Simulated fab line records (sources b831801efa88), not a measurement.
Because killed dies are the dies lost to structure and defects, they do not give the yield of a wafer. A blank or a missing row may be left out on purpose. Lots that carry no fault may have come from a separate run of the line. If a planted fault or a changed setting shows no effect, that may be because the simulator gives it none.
Matching of chambers -- flow gf180mcu -- pecvd-02 running GF_V2_CVD_02: 3 sister chambers
The step deposits SiO2 from TEOS, target thk 850 nm, time 94.851 s. 20 wafers are shown with their chamber, then 10 later ones without.

## WAFERS PAIRED WITH THEIR CHAMBERS
wafer,chamber,heater power outer w (W),heater power w (W),susceptor temp C (C)
L074.2,1,494,780,400.34
L074.5,2,235,503,400.03
L074.6,1,405,641,400.55
L076.2,1,513,812,400.15
L076.3,0,406,673,399.93
L076.6,2,301,598,400.25
L077.1,1,530,805,399.69
L077.3,0,385,689,399.87
L077.4,0,283,529,399.86
L079.1,1,412,682,400.19
L079.2,2,319,628,399.85
L079.5,2,225,504,400.10
L080.4,2,303,594,399.87
L080.5,1,530,827,399.93
L080.6,0,367,626,399.99
L083.2,1,494,744,400.46
L083.3,2,275,562,399.56
L083.6,0,288,541,400.07
L085.2,1,461,742,399.88
L085.3,2,308,585,400.16

SIGNATURES (averages over the wafers above)
reading,chamber 0,chamber 1,chamber 2,scatter within a chamber
heater power outer w,345.80,479.88,280.86,47.5
heater power w,611.60,754.12,567.71,62.2
susceptor temp C,399.9440,400.1488,399.9743,0.241
Rule: distance of a wafer from a chamber = root of the sum over the readings of ((wafer's reading minus chamber's mean) / reading's scatter) squared. The wafer belongs to the nearest chamber; if the next one is less than 2 further off, it can't be placed. The scatter: the root of (the sum of the squares of (reading less its chamber's mean) over the shown wafers, divided by (wafers less chambers)).

## WAFERS WHOSE CHAMBER IS MISSING
wafer,heater power outer w (W),heater power w (W),susceptor temp C (C)
L085.5,365,647,399.91
L089.1,298,587,400.05
L089.5,395,686,400.38
L089.6,322,619,400.25
L095.1,320,630,400.12
L095.2,408,671,399.92
L095.3,516,786,399.76
L096.1,375,678,399.70
L096.2,445,750,399.56
L096.5,508,775,399.47

## CHAMBER TAKEN BY EACH
wafer,from the rows above,in truth
L085.5,can't be placed: 0 or 2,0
L089.1,can't be placed: 2 or 0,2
L089.5,can't be placed: 1 or 0 or 2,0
L089.6,can't be placed: 0 or 2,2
L095.1,can't be placed: 0 or 2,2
L095.2,can't be placed: 0 or 1 or 2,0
L095.3,1,1
L096.1,can't be placed: 0 or 2 or 1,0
L096.2,can't be placed: 1 or 0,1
L096.5,can't be placed: 1 or 0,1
1 of 10 placed correctly. Cannot be placed on the basis of these rows: 9; the candidates contain the true chamber in 9. 0 placed wrongly.
